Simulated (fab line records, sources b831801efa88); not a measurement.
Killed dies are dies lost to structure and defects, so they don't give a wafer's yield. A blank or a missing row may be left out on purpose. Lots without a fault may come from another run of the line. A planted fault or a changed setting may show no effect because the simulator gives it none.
One fault seen from 2 desks | flow sky130 | each desk has only its own numbers; what lay behind them comes last

THE METROLOGY DESK
What the gauges read, lot by lot, whatever tool the lot ran on: means of the sampled wafers that have a number. A lot is out of limits, marked OUT, if its mean lies more than 4 standard deviations from the usual mean; the brackets give that distance.
Columns: A = VIA3_BOW at SKY_VIA3_BOW_MEAS_03, usual 78 um; B = cd_nm at SKY_VIA3_CD_MEAS_12, usual 200.2 nm; C = VIA3_OVL at SKY_VIA3_OVL_MEAS_13, usual 0 nm
lot  | first seen here | A  | B     | C
L131 | day 40 14:20    | 68 | 200.2 | 2
L136 | day 42 21:59    | 76 | 200.0 | 7
L144 | day 43 22:24    | 78 | 203.1 | -2
L145 | day 44 02:12    | 91 | 201.8 | -5
L147 | day 44 03:10    | 84 | 200.5 | 3
L149 | day 44 19:32    | 78 | 199.2 | -0
This desk's finding: nothing out of limits on any of the 6 lots.

THE TOOL OWNER'S DESK: rie_diel-02
The tool's own readings at SKY_VIA3_ETCH_14 (etches BARC in N2/H2, stops on SiO2, time 45.9 s, target depth 60 nm): means of the sampled wafers that have a number, for each lot that ran on this tool. A lot is out of limits, marked OUT, if its mean lies more than 4 standard deviations from the usual mean; the brackets give that distance.
Columns: A = bias_w at SKY_VIA3_ETCH_14, usual 100.0 W; B = drypump_motor_current_A at SKY_VIA3_ETCH_14, usual 5.8 A; C = oes_product_au at SKY_VIA3_ETCH_14, usual 0.855 a.u.; D = run_length_s at SKY_VIA3_ETCH_14, usual 74.2 s; E = throttle_valve_pct at SKY_VIA3_ETCH_14, usual 13.225 %
lot  | first seen here | A     | B   | C                | D               | E
L136 | day 43 21:57    | 100.3 | 5.9 | 0.861            | 74.3            | 13.211
L144 | day 44 19:45    | 99.7  | 5.7 | 0.821 (-6.9) OUT | 78.6 (+9.7) OUT | 13.232
L145 | day 45 00:12    | 99.8  | 5.9 | 0.829 (-5.4) OUT | 77.2 (+6.7) OUT | 13.215
This desk's finding: out of limits on L144, L145; first on L144, day 44 19:45 (oes_product_au at SKY_VIA3_ETCH_14). In limits: L136.

PUT TOGETHER
The tool owner's desk could have raised an alarm at day 44 19:45, on L144, L145.
The metrology desk saw nothing out of limits.
The metrology desk has L144, L145 on record, within its limits.
Of the lots named, all ran SKY_VIA3_ETCH_14 on rie_diel-02.

WHAT THE SIMULATOR HAD PUT IN
Process parameter drift: rie_diel-02, from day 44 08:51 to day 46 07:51, at SKY_VIA3_ETCH_14. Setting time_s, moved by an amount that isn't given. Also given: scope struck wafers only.
Lots struck among those shown: L144, L145.
Hours from the fault's start to each desk's first reading out of limits: the tool owner's desk, 11.
